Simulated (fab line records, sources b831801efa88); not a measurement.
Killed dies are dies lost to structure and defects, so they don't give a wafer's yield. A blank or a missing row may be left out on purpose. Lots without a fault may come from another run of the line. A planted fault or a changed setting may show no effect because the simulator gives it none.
A struck lot beside a sound one | flow sky130 | 43 steps out of a route of 708
Sound: wafers L552.2, L552.4, L552.6. Struck: wafers L569.1, L569.2, L569.5. The cause comes at the end.
At each step with rows: each side's tool, then ch and its chambers, then its first start. Under that, the readings that differ: sound wafers | struck wafers | difference of the means | sigmas: that difference in standard deviations of wafers without a fault.
alike: readings whose means differ by less than 2 such deviations, and words and numbers that are the same on both sides. not compared: withheld readings, readings that some wafer has no value for, bounds like >300 that may hide the same value, and numbers for which the record gives no deviation and whose values overlap.
The two part at a step that has a row with sigmas, a row that says differs or no value, or rows on one side only. Numbers that don't overlap but have no deviation are shown without sigmas and don't part them. A reading that every wafer of one side lacks parts them only if that side has two wafers or more.

first, 5 steps without rows for these wafers: SKY_VIA1_COAT_07 (resist thk 450 nm); SKY_VIA1_SOFTBAKE_08 (time 90 s); SKY_VIA1_EXPOSE_09 (exposes mask VIM, target cd 150 nm); SKY_VIA1_PEB_10; SKY_VIA1_DEVELOP_11 (develop time 60 s).
SKY_VIA1_CD_MEAS_12: target cd 150 nm.
  sound on cd_sem-02, day 33 22:09; struck on cd_sem-01, day 39 08:29
  reading    | sound             | struck            | difference | sigmas
  cd_nm (nm) | 149.4 148.7 148.5 | 151.9 152.5 153.4 | +3.7       | +2
SKY_VIA1_OVL_MEAS_13:
  sound on overlay-01, day 33 22:15; struck on overlay-02, day 39 08:36
  alike: VIA1_OVL
then, 2 steps without rows for these wafers: SKY_VIA1_ETCH_14 (etches BARC in N2/H2, stops on SiO2, time 45.9 s, target depth 60 nm); SKY_VIA1_ETCH_15 (etches SiO2 in C4F8/O2/Ar, stops on TiN, target depth 351 nm, time 54 s).
SKY_VIA1_STRIP_16: strips in O2/N2.
  sound on plasma_asher-02 ch 0,1, day 33 22:22; struck on plasma_asher-01 ch 0,1, day 39 08:43
  alike: drypump_motor_current_A, oes_product_au, strip_time_to_endpoint_s
  not compared: rf_hours_counter_h
then, 2 steps without rows for these wafers: SKY_VIA1_STRIP_17 (strips in post etch residue remover, time 1200 s); SKY_VIA1_CLEAN_18 (cleans in IPA, time 180 s).
SKY_VIA1_CLEAN_19: cleans in O3/DIW.
  sound on wet_bench-03 ch 0, day 33 23:21; struck on wet_bench-01 ch 3, day 39 09:13
then, 1 step without rows for these wafers: SKY_VIA1_SPUTTER_20 (material TiN, target thk 20 nm, time 80 s).
SKY_VIA1_CVD_21: deposits W, target thk 270 nm, time 80.902 s.
  sound on cvd_w-01 ch 0,1, day 33 23:31; struck on cvd_w-02 ch 0,1, day 39 09:23
  alike: heater_power_w, susceptor_temp_C
SKY_VIA1_RS_MEAS_22: measures by four-point-probe.
  sound on film_metro-04, day 33 23:38; struck on film_metro-01, day 39 09:28
  reading            | sound             | struck            | difference | sigmas
  VIA1_W_RS (ohm/sq) | 0.433 0.433 0.432 | 0.418 0.415 0.408 | -0.019     | -2
SKY_VIA1_THK_MEAS_23: measures by xrf.
  sound on film_metro-04, day 33 23:44; struck on film_metro-01, day 39 09:35
  reading         | sound       | struck      | difference | sigmas
  VIA1_W_THK (nm) | 258 257 258 | 269 270 274 | +13        | +3
then, 4 steps without rows for these wafers: SKY_VIA1_CMP_24 (polishes, stops on SiO2, t overpolish 15 s, target thk 0 nm); SKY_METAL2_SPUTTER_00 (material Ti, target thk 15 nm, time 10 s); SKY_METAL2_SPUTTER_01 (material TiN, target thk 20 nm, time 16.7 s); SKY_METAL2_SPUTTER_02 (material AlCu, target thk 250 nm, time 13.3 s).
SKY_METAL2_SPUTTER_03: material Ti, target thk 5 nm, time 3.3 s.
  sound on pvd_sputter-01, day 34 00:10; struck on pvd_sputter-02, day 39 10:01
  alike: chamber_pressure_pa, throttle_valve_pct
then, 1 step without rows for these wafers: SKY_METAL2_SPUTTER_04 (material TiN, target thk 70 nm, time 58.3 s).
SKY_METAL2_RS_MEAS_05: measures by four-point-probe.
  sound on film_metro-02, day 34 00:15; struck on film_metro-03, day 39 10:05
  alike: METAL2_ALCU_RS
SKY_METAL2_THK_MEAS_06: measures by xrf.
  sound on film_metro-02, day 34 00:22; struck on film_metro-03, day 39 10:13
  alike: METAL2_ALCU_THK
then, 8 steps without rows for these wafers: SKY_METAL2_DEHYDRATE_07 (time 60 s); SKY_METAL2_HMDS_08 (prime time 60 s); SKY_METAL2_COAT_09 (resist thk 60 nm); SKY_METAL2_COAT_10 (resist thk 450 nm); SKY_METAL2_SOFTBAKE_11 (time 90 s); SKY_METAL2_EXPOSE_12 (exposes mask MM2, target cd 140 nm); SKY_METAL2_PEB_13; SKY_METAL2_DEVELOP_14 (develop time 60 s).
SKY_METAL2_CD_MEAS_15: target cd 140 nm.
  sound on cd_sem-01, day 35 02:51; struck on cd_sem-01, day 40 10:41
  reading    | sound             | struck            | difference | sigmas
  cd_nm (nm) | 142.6 142.3 142.1 | 138.4 137.2 137.7 | -4.6       | -2
SKY_METAL2_OVL_MEAS_16:
  sound on overlay-02, day 35 02:57; struck on overlay-02, day 40 10:48
  alike: METAL2_OVL
SKY_METAL2_DESCUM_17: chemistry O2, time 8 s.
  sound on rie_metal-04 ch 0,1, day 35 02:59; struck on rie_metal-02 ch 0,1, day 40 10:50
  reading                     | sound       | struck      | difference | sigmas
  drypump_motor_current_A (A) | 5.8 5.6 5.6 | 6.5 6.1 6.5 | +0.7       | +2
  alike: oes_product_au
  not compared: rf_hours_counter_h
SKY_METAL2_ETCH_18: etches BARC in N2/H2, stops on SiO2, time 45.9 s, target depth 60 nm.
  sound on rie_metal-04 ch 0,1, day 35 03:01; struck on rie_metal-02 ch 0,1, day 40 10:52
  reading                     | sound       | struck      | difference | sigmas
  drypump_motor_current_A (A) | 5.8 5.7 5.7 | 6.6 6.1 6.6 | +0.7       | +2
  alike: oes_product_au, throttle_valve_pct
  not compared: rf_hours_counter_h
then, 5 steps without rows for these wafers: SKY_METAL2_METAL_ETCH_19 (etches the open film in Cl2/BCl3, stops on SiO2, target depth 360 nm, time 78 s); SKY_METAL2_STRIP_20 (strips in O2/N2); SKY_METAL2_STRIP_21 (strips in post etch residue remover, time 1200 s); SKY_METAL2_CLEAN_22 (cleans in IPA, time 180 s); SKY_METAL2_CLEAN_23 (cleans in O3/DIW).
-- the record jumps here: 9 days lie between the struck wafers' starts before and after (it left off in module METAL2 and takes up again in module PAD_OPEN, whose first step shown is number 708 of the route) --
SKY_PAD_OPEN_PROBE_99:
  sound on prober-02, day 45 16:41; struck on prober-01, day 49 18:14
  reading                               | sound               | struck            | difference | sigmas
  defect_limited_yield (%)              | 82.9 81.5 81.7      | 72.2 73.0 72.0    | -9.6       | -5
  killed_at_M0_to_M3                    | 40 46 41            | 95 90 91          | +50        | +8
  killed_dies                           | 84 91 90            | 137 133 138       | +48        | +5
  sort_bin_3_pad_short (%)              | 0.6 2.0 0.4         | 4.5 4.7 3.9       | +3.4       | +8
  sort_bin_5_function (%)               | 12.0 9.6 12.4       | 17.9 16.5 16.7    | +5.7       | +4
  sort_n_pass                           | 408 401 402         | 355 359 354       | -48        | -5
  sort_yield_pct (%)                    | 82.9 81.5 81.7      | 72.2 73.0 72.0    | -9.6       | -5
  model.etest.tester.sort_n_pass        | 408 401 402         | 355 359 354       | -48        |
  model.etest.tester.sort_yield_pct (%) | 82.93 81.5 81.71    | 72.15 72.97 71.95 | -9.69      |
  model.etest.tester.sort_bin_5_pct (%) | 11.99 9.553 12.4    | 17.89 16.46 16.67 | +5.69      |
  model.etest.tester.sort_bin_3_pct (%) | 0.6098 2.033 0.4065 | 4.472 4.675 3.862 | +3.320     |
  alike: killed_at_M4_up, killed_at_contacts, killed_at_front_end, killed_at_other, killed_open, killed_short, sort_bin_6_memory

WHERE THEY PART
First at SKY_VIA1_CD_MEAS_12; last, within this record, at SKY_PAD_OPEN_PROBE_99.

WHY: what the simulator had put in
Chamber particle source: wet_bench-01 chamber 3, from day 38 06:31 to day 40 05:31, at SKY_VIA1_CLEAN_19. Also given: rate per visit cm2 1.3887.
